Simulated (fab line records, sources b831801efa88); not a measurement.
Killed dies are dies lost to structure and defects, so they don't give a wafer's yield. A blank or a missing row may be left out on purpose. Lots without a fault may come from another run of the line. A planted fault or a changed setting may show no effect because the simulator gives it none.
Which tool did it? | flow sky130 | 14 lots, 42 wafers sampled, at 6 steps of a route of 708

WHAT THE GAUGES READ, wafer by wafer
SKY_VT_ADJUST_LVTN_OVL_MEAS_07.
lot  | measured     | on         | VT_ADJUST_LVTN_OVL (nm)
L581 | day 7 06:04  | overlay-01 | 1.7 -2.3 2.9
L583 | day 7 10:09  | overlay-02 | 0.2 0.4 -1.4
L584 | day 7 11:55  | overlay-02 | 0.2 1.4 0.3
L586 | day 8 04:46  | overlay-02 | 0.6 0.3 -0.2
L587 | day 8 11:13  | overlay-01 | 1.2 1.8 1.8
L588 | day 8 16:47  | overlay-02 | -1.9 -0.6 0.9
L589 | day 8 22:25  | overlay-01 | 1.6 1.6 1.6
L591 | day 9 23:56  | overlay-01 | -1.0 -0.4 -2.0
L592 | day 10 09:19 | overlay-01 | -0.8 0.8 0.9
L595 | day 10 20:55 | overlay-02 | -0.2 1.7 1.0
L601 | day 12 04:39 | overlay-01 | -0.8 2.0 -0.1
L602 | day 12 11:38 | overlay-01 | 1.3 0.7 1.9
L603 | day 12 19:36 | overlay-01 | -2.1 -0.8 -0.7
L604 | day 13 03:25 | overlay-01 | 0.7 -0.9 -0.1

SKY_VT_ADJUST_NCORE_OVL_MEAS_08.
lot  | measured     | on         | VT_ADJUST_NCORE_OVL (nm)
L581 | day 8 23:32  | overlay-02 | 0.9 -0.6 -0.9
L583 | day 9 03:01  | overlay-02 | 1.1 -0.7 0.2
L584 | day 9 04:19  | overlay-02 | 0.0 0.4 0.6
L586 | day 9 22:31  | overlay-01 | -1.0 -2.2 -1.3
L587 | day 10 05:57 | overlay-02 | -0.4 -0.9 0.7
L588 | day 10 11:35 | overlay-01 | -1.7 -4.3 -1.2
L589 | day 10 18:29 | overlay-01 | -2.7 -0.5 0.1
L591 | day 11 22:46 | overlay-01 | 0.5 -0.8 1.1
L592 | day 12 08:35 | overlay-01 | 1.6 -0.1 1.4
L595 | day 12 20:37 | overlay-01 | -0.7 0.5 -1.0
L601 | day 14 06:40 | overlay-01 | 0.0 -2.1 -1.3
L602 | day 14 16:59 | overlay-02 | -3.1 -0.1 0.3
L603 | day 15 00:01 | overlay-02 | 0.4 -1.1 1.6
L604 | day 15 08:43 | overlay-02 | -0.6 1.1 2.0

SKY_LDD_P_TW_MEAS_11.
lot  | measured     | on            | LDD_P_TW
L581 | day 19 11:43 | film_metro-04 | 630.3 631.4 631.3
L583 | day 19 16:59 | film_metro-01 | 641.5 640.7 645.9
L584 | day 20 02:40 | film_metro-04 | 635.4 635.3 636.8
L586 | day 21 02:04 | film_metro-03 | 636.5 636.8 637.4
L587 | day 21 09:13 | film_metro-03 | 636.2 638.9 634.9
L588 | day 21 18:54 | film_metro-01 | 639.8 635.2 633.3
L589 | day 21 20:20 | film_metro-01 | 635.0 635.0 633.6
L591 | day 23 07:00 | film_metro-04 | 30.1 29.8 30.0
L592 | day 23 21:07 | film_metro-04 | 29.7 30.0 29.9
L595 | day 24 16:37 | film_metro-03 | 641.0 640.9 641.5
L601 | day 26 02:26 | film_metro-04 | 636.0 634.6 636.3
L602 | day 26 15:44 | film_metro-01 | 633.8 633.4 631.1
L603 | day 26 18:25 | film_metro-01 | 633.4 635.3 637.8
L604 | day 27 05:03 | film_metro-03 | 640.8 640.0 637.2

WHICH TOOL RAN EACH LOT (tool, then ch and the chambers of the sampled wafers, then the start)
lot  | SKY_VT_ADJUST_PCH_STRIP_09           | SKY_LDD_N_STRIP_16                   | SKY_LDD_P_STRIP_10
L581 | plasma_asher-04 ch 0,1, day 10 18:57 | plasma_asher-04 ch 0,1, day 18 05:23 | plasma_asher-02 ch 0,1, day 19 11:37
L583 | plasma_asher-04 ch 0,1, day 10 23:05 | plasma_asher-04 ch 0,1, day 18 10:10 | plasma_asher-01 ch 0,1, day 19 16:53
L584 | plasma_asher-01 ch 0, day 11 01:39   | plasma_asher-02 ch 1, day 18 19:56   | plasma_asher-01 ch 0,1, day 20 02:25
L586 | plasma_asher-04 ch 0,1, day 11 20:51 | plasma_asher-02 ch 0,1, day 19 19:02 | plasma_asher-01 ch 0,1, day 21 01:58
L587 | plasma_asher-01 ch 0,1, day 12 05:05 | plasma_asher-03 ch 0,1, day 20 02:55 | plasma_asher-01 ch 0,1, day 21 09:07
L588 | plasma_asher-04 ch 0,1, day 12 11:13 | plasma_asher-03 ch 0,1, day 20 12:19 | plasma_asher-01 ch 0,1, day 21 18:47
L589 | plasma_asher-03 ch 0,1, day 12 18:49 | plasma_asher-03 ch 0,1, day 20 13:04 | plasma_asher-01 ch 0,1, day 21 20:13
L591 | plasma_asher-04 ch 1, day 14 00:24   | plasma_asher-03 ch 0, day 22 00:22   | plasma_asher-01 ch 0,1, day 23 06:54
L592 | plasma_asher-01 ch 0,1, day 14 14:55 | plasma_asher-04 ch 0,1, day 22 15:01 | plasma_asher-02 ch 0,1, day 23 21:01
L595 | plasma_asher-03 ch 0,1, day 15 00:44 | plasma_asher-02 ch 0, day 23 10:13   | plasma_asher-01 ch 0, day 24 16:31
L601 | plasma_asher-03 ch 0,1, day 16 14:56 | plasma_asher-04 ch 0,1, day 24 20:47 | plasma_asher-02 ch 0,1, day 26 02:20
L602 | plasma_asher-04 ch 0,1, day 17 01:12 | plasma_asher-04 ch 0,1, day 25 09:40 | plasma_asher-03 ch 0,1, day 26 15:38
L603 | plasma_asher-01 ch 0,1, day 17 08:53 | plasma_asher-03 ch 0,1, day 25 12:19 | plasma_asher-03 ch 0,1, day 26 18:19
L604 | plasma_asher-04 ch 1, day 17 18:07   | plasma_asher-03 ch 0,1, day 25 23:47 | plasma_asher-01 ch 0,1, day 27 04:56
- SKY_VT_ADJUST_PCH_STRIP_09: strips in O2/N2.
- SKY_LDD_N_STRIP_16: strips in O2/N2.
- SKY_LDD_P_STRIP_10: strips in O2/N2.

WHAT THE TOOLS THEMSELVES READ (means of the sampled wafers that have a number; where no wafer has one, the mark that the record gives instead)
SKY_VT_ADJUST_PCH_STRIP_09.
lot  | tool            | chamber_pressure_mTorr (mTorr) | drypump_motor_current_A (A) | oes_product_au (a.u.) | strip_time_to_endpoint_s (s)
L581 | plasma_asher-04 | 1500.7                         | 5.76                        | 0.716                 | 37.05
L583 | plasma_asher-04 | 1500.5                         | 5.75                        | 0.722                 | 36.95
L584 | plasma_asher-01 | 1498.8                         | 5.34                        | 0.723                 | 36.92
L586 | plasma_asher-04 | 1501.0                         | 5.80                        | 0.718                 | 36.85
L587 | plasma_asher-01 | 1500.4                         | 5.50                        | 0.724                 | 37.17
L588 | plasma_asher-04 | 1499.9                         | 5.79                        | 0.728                 | 36.97
L589 | plasma_asher-03 | 1500.2                         | 5.36                        | 0.719                 | 36.85
L591 | plasma_asher-04 | 1500.2                         | 5.84                        | 0.720                 | 37.02
L592 | plasma_asher-01 | 1500.2                         | 5.65                        | 0.724                 | 36.90
L595 | plasma_asher-03 | 1500.9                         | 5.25                        | 0.726                 | 36.87
L601 | plasma_asher-03 | 1501.7                         | 5.29                        | 0.724                 | 37.13
L602 | plasma_asher-04 | 1499.7                         | 5.75                        | 0.725                 | 36.96
L603 | plasma_asher-01 | 1499.8                         | 5.50                        | 0.720                 | 37.00
L604 | plasma_asher-04 | 1501.2                         | 5.88                        | 0.722                 | 37.05

SKY_LDD_N_STRIP_16.
lot  | tool            | chamber_pressure_mTorr (mTorr) | drypump_motor_current_A (A) | oes_product_au (a.u.) | strip_time_to_endpoint_s (s)
L581 | plasma_asher-04 | 1499.9                         | 5.8                         | 0.402                 | 4.322
L583 | plasma_asher-04 | 1499.2                         | 5.8                         | 0.407                 | 4.315
L584 | plasma_asher-02 | 1499.2                         | 5.3                         | 0.405                 | 4.321
L586 | plasma_asher-02 | 1501.8                         | 5.9                         | 0.408                 | 4.331
L587 | plasma_asher-03 | 1500.9                         | 5.3                         | 0.405                 | 4.293
L588 | plasma_asher-03 | 1501.6                         | 5.3                         | 0.413                 | 4.303
L589 | plasma_asher-03 | 1499.0                         | 5.3                         | 0.408                 | 4.298
L591 | plasma_asher-03 | -                              | -                           | -                     | -
L592 | plasma_asher-04 | -                              | -                           | -                     | -
L595 | plasma_asher-02 | 1499.6                         | 6.1                         | 0.405                 | 4.338
L601 | plasma_asher-04 | 1501.2                         | 5.8                         | 0.410                 | 4.322
L602 | plasma_asher-04 | 1500.5                         | 5.8                         | 0.406                 | 4.349
L603 | plasma_asher-03 | 1501.1                         | 5.3                         | 0.410                 | 4.328
L604 | plasma_asher-03 | 1500.7                         | 5.3                         | 0.407                 | 4.306

SKY_LDD_P_STRIP_10.
lot  | tool            | chamber_pressure_mTorr (mTorr) | drypump_motor_current_A (A) | oes_product_au (a.u.) | strip_time_to_endpoint_s (s)
L581 | plasma_asher-02 | 1500.3                         | 5.9                         | 0.715                 | 14.15
L583 | plasma_asher-01 | 1499.5                         | 5.7                         | 0.716                 | 14.24
L584 | plasma_asher-01 | 1501.6                         | 5.5                         | 0.713                 | 14.19
L586 | plasma_asher-01 | 1498.7                         | 5.6                         | 0.720                 | 14.14
L587 | plasma_asher-01 | 1499.2                         | 5.6                         | 0.713                 | 14.16
L588 | plasma_asher-01 | 1502.3                         | 5.6                         | 0.718                 | 14.20
L589 | plasma_asher-01 | 1499.3                         | 5.7                         | 0.715                 | 14.12
L591 | plasma_asher-01 | 1500.1                         | 5.5                         | 0.715                 | 18.72
L592 | plasma_asher-02 | 1499.7                         | 5.6                         | 0.719                 | 18.70
L595 | plasma_asher-01 | 1500.6                         | 5.3                         | 0.717                 | 14.21
L601 | plasma_asher-02 | 1500.6                         | 5.9                         | 0.720                 | 14.16
L602 | plasma_asher-03 | 1499.4                         | 5.3                         | 0.712                 | 14.18
L603 | plasma_asher-03 | 1499.4                         | 5.3                         | 0.719                 | 14.13
L604 | plasma_asher-01 | 1499.5                         | 5.6                         | 0.715                 | 14.20

THE ANSWER, worked out from the rows above alone
Rule: what is usual is taken from the lots themselves. Put in order of their means at a reading, lots are off if they are a third of the lots or fewer, leave a main group of 4 or more, and stand apart from it by a gap of 3 or more times the standard deviation of the main group's means; of several such gaps the widest counts. A main group whose means are all the same, to the digits that the tables above print for the reading, isn't used. A lot without any number at a reading at which 4 lots or more have one is off too. The other lots that the step has rows for count as sound. The gauges are gone through in route order, then the tools' own readings, and for those a lot's mean is taken as printed above. The first step at which some lot is off is used, and at that step the reading that is off furthest; a lot without a number counts as furthest.
Off: L591, L592, at SKY_LDD_P_TW_MEAS_11 (LDD_P_TW). The main group: mean 636.5, standard deviation 3.1.
A tool fits if, at a process step before that reading, it ran every lot that is off, and no sound lot after the first of them. The gauges at SKY_LDD_P_TW_MEAS_11 aren't tried: what is off there is off at SKY_LDD_N_STRIP_16 too, on other tools, and a gauge's error can't cause that. None of those tried fits.

WHAT THE SIMULATOR HAD PUT IN
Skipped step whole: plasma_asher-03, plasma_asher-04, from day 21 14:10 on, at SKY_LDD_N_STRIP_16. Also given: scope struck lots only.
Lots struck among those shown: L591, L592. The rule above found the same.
